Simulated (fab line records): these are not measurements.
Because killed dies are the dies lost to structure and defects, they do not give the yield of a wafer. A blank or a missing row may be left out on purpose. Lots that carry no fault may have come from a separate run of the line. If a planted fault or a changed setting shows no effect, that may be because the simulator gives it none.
A single fault, viewed from 2 desks | flow gf180mcu | what lay behind the numbers comes last; until then each desk has only its own

## THE TOOL OWNER'S DESK: litho-track-02
Per lot that ran on this tool, the mean of the sampled wafers carrying a number, from the tool's own readings at GF_V1_DEHYDRATE_06 (time 60 s). The brackets show how far a lot's mean lies from the usual mean; more than 4 standard deviations puts the lot out of limits, marked OUT.
Columns: A = run-length-s at GF_V1_DEHYDRATE_06, usual 89.13 s
lot  | first seen here | A
L205 | day 19 18:13    | 89.17
L206 | day 19 23:01    | 89.27
L208 | day 21 00:10    | 89.15
L213 | day 22 14:58    | 92.16 (+12) OUT
This desk's verdict: out of limits on L213, starting with L213 at day 22 14:58 (run-length-s at GF_V1_DEHYDRATE_06). Within limits: L205, L206, L208.

## AT THE METROLOGY DESK
What the gauges read for every lot (on any tool): the sampled wafers with a number, averaged. The brackets show how far a lot's mean lies from the usual mean; more than 4 standard deviations puts the lot out of limits, marked OUT.
Columns: A = HV_LDD_02_OVL at GF_HV_LDD_OVL_MEAS_32, usual 0.5 nm; B = V2_OVL at GF_V2_OVL_MEAS_15, usual 0 nm
lot  | first seen here | A    | B
L200 | day 11 14:31    | 0.8  | -0
L202 | day 12 03:19    | 0.5  | 6
L203 | day 12 18:39    | 1.3  | 1
L204 | day 13 04:40    | -0.3 | -9
L205 | day 13 07:45    | -0.7 | 3
L206 | day 13 11:35    | 0.7  | 4
L208 | day 14 09:18    | 1.1  | -9
L211 | day 15 00:43    | 1.3  | -1
L213 | day 15 20:20    | 1.1  | -5
L220 | day 18 02:31    | -0.1 | -7
L221 | day 18 13:32    | -0.0 | 13
L222 | day 18 16:11    | 1.7  | 6
L223 | day 19 06:56    | 1.1  | -7
This desk's finding: nothing out of limits on any of the 13 lots.

## ALL TOGETHER
On L213, at day 22 14:58, an alarm was possible from the tool owner's desk.
Metrology desk: nothing out of limits seen.
The metrology desk holds a record of L213, inside its limits.
The lots listed all ran GF_V1_DEHYDRATE_06 on litho-track-02.

## WHAT THE SIMULATOR PUT IN
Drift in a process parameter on litho-track-02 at GF_V1_DEHYDRATE_06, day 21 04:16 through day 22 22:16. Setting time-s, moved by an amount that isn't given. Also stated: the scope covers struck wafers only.
Struck lots among those shown: L213.
Delay in hours, fault start to first out-of-limits reading, by desk: the tool owner's desk at 35.
